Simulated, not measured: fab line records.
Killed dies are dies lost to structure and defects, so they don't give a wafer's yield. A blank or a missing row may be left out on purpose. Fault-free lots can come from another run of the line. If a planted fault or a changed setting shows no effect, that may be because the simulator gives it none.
Matching of chambers -- flow sky130 -- 3 sister chambers for SKY_LI_CONTACT_ETCH_15 on rieDiel-03
The step etches PSG in C4F8/O2/Ar, stops on Si, target depth 600 nm. 16 wafers are shown with their chamber, then 6 later ones without.

## WAFERS PAIRED WITH THEIR CHAMBERS
wafer,chamber,rfFwdPowerW (W),oesProductAu (a.u.)
L075.1,0,1491,0.841
L075.2,2,1490,0.836
L075.5,3,1502,0.842
L077.1,2,1492,0.836
L077.4,0,1496,0.836
L077.5,3,1491,0.839
L084.3,0,1498,0.836
L084.5,3,1498,0.833
L084.6,2,1492,0.839
L085.2,3,1496,0.837
L085.4,0,1490,0.837
L085.5,3,1498,0.832
L086.3,3,1492,0.837
L086.4,2,1490,0.842
L086.6,2,1495,0.840
L088.1,2,1499,0.831

SIGNATURES (means of the wafers above)
reading,chamber 0,chamber 2,chamber 3,scatter within a chamber
rfFwdPowerW,1493.75,1493.00,1496.17,3.82
oesProductAu,0.83750,0.83733,0.83667,0.00353
Rule: for each reading, subtract the chamber's mean from the wafer's reading, divide by that reading's scatter and square the result; add these up over the readings and take the root, which gives the wafer's distance from the chamber. The wafer belongs to the nearest chamber; if the next one is less than 2 further off, it can't be placed. The scatter: take each reading less its chamber's mean, square it, sum over the shown wafers, divide by the number of wafers less the number of chambers, and take the root.

## WAFERS WHOSE CHAMBER IS MISSING
wafer,rfFwdPowerW (W),oesProductAu (a.u.)
L088.5,1491,0.842
L090.5,1498,0.836
L090.6,1497,0.835
L091.2,1495,0.844
L091.5,1497,0.842
L091.6,1489,0.842

## THE CHAMBER EACH PASSED THROUGH
wafer,from the rows above,in truth
L088.5,can't be placed: 2 or 0 or 3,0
L090.5,can't be placed: 3 or 0 or 2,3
L090.6,can't be placed: 3 or 0 or 2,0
L091.2,can't be placed: 0 or 2 or 3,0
L091.5,can't be placed: 3 or 0 or 2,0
L091.6,can't be placed: 2 or 0 or 3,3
Correct placement for 0 of the 6. Can't be placed from these rows: 6 (the true chamber is among the candidates in 6). 0 placed wrongly.
